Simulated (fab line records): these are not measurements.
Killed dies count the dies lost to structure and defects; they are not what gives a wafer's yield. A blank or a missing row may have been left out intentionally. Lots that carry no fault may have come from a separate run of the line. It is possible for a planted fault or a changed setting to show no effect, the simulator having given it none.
Matching of chambers | flow sky130 | SKY_CONTACT_ETCH_18 on rie-diel-04: 4 sister chambers
The step etches Si3N4 in CHF3/O2, stops on TiN, time 39 s, target depth 75 nm. 4 wafers are shown with their chamber, then 7 later ones without.

EACH WAFER AND ITS CHAMBER
wafer  | chamber | drypump-motor-current-A (A)
L190.6 | 3       | 6.0
L193.1 | 0       | 5.5
L199.3 | 2       | 5.0
L199.5 | 1       | 6.6

WAFERS WHOSE CHAMBER IS MISSING
wafer  | drypump-motor-current-A (A)
L199.6 | 5.0
L205.2 | 5.0
L205.3 | 5.5
L205.4 | 6.5
L207.1 | 6.5
L207.2 | 6.0
L207.4 | 5.5

THE CHAMBER EACH PASSED THROUGH
wafer  | from the rows above | in truth
L199.6 | 2                   | 2
L205.2 | 2                   | 2
L205.3 | 0                   | 0
L205.4 | 1                   | 1
L207.1 | 1                   | 1
L207.2 | 3                   | 3
L207.4 | 0                   | 0
Placed correctly: 7 of 7. From these rows, 0 cannot be placed. Wrongly placed: 0.
How it was worked out, from the rows above alone: a wafer's distance from a chamber is the root of the sum, over the readings, of the square of ((its reading less the chamber's mean) divided by the reading's scatter). The wafer belongs to the nearest chamber; if the next one is less than 2 further off, it can't be placed. A chamber's mean is the mean of its shown wafers. The scatter (one wafer shown for each chamber): square how far every hidden wafer sits from the nearest shown wafer, average those squares and take the square root.
